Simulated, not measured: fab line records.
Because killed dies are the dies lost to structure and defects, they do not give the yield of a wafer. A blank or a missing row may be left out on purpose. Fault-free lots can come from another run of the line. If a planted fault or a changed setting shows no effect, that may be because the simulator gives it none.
Matching of chambers || flow sky130 || 4 sister chambers for SKY_LI_CONTACT_CMP_02 on cmp-02
The step polishes PSG. 4 wafers are shown with their chamber, then 8 later ones without.

== EACH WAFER AND ITS CHAMBER ==
{"wafer": "L146.1", "chamber": 0, "motorCurrentA (A)": 11.8}
{"wafer": "L146.2", "chamber": 3, "motorCurrentA (A)": 12.0}
{"wafer": "L146.6", "chamber": 1, "motorCurrentA (A)": 13.1}
{"wafer": "L150.1", "chamber": 2, "motorCurrentA (A)": 11.9}

== WAFERS WITH NO CHAMBER GIVEN ==
{"wafer": "L150.5", "motorCurrentA (A)": 12.0}
{"wafer": "L150.6", "motorCurrentA (A)": 12.6}
{"wafer": "L151.3", "motorCurrentA (A)": 10.9}
{"wafer": "L151.4", "motorCurrentA (A)": 12.3}
{"wafer": "L151.6", "motorCurrentA (A)": 13.2}
{"wafer": "L152.3", "motorCurrentA (A)": 13.2}
{"wafer": "L152.4", "motorCurrentA (A)": 11.7}
{"wafer": "L152.6", "motorCurrentA (A)": 11.8}

== WHICH CHAMBER EACH ONE RAN IN ==
{"wafer": "L150.5", "from the rows above": "can't be placed: 3 or 2 or 0", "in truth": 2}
{"wafer": "L150.6", "from the rows above": "can't be placed: 1 or 3 or 2 or 0", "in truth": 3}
{"wafer": "L151.3", "from the rows above": "can't be placed: 0 or 2 or 3", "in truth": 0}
{"wafer": "L151.4", "from the rows above": "can't be placed: 3 or 2 or 0 or 1", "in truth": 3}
{"wafer": "L151.6", "from the rows above": 1, "in truth": 1}
{"wafer": "L152.3", "from the rows above": 1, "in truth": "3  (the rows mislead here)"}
{"wafer": "L152.4", "from the rows above": "can't be placed: 0 or 2 or 3", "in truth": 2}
{"wafer": "L152.6", "from the rows above": "can't be placed: 0 or 2 or 3", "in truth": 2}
Correctly placed: 1 of 8. Not placeable from these rows: 6 (in 6, the candidates include the true chamber). 1 placed wrongly.
How it was worked out, from the rows above alone: a wafer's distance from a chamber is the root of the sum, over the readings, of the square of ((its reading less the chamber's mean) divided by the reading's scatter). If the next closest chamber is less than 2 further off than the closest, the wafer can't be placed; otherwise it belongs to the closest. Each chamber's mean is taken over the wafers shown for it. The scatter (one wafer shown for each chamber): square how far every hidden wafer sits from the nearest shown wafer, average those squares and take the square root.
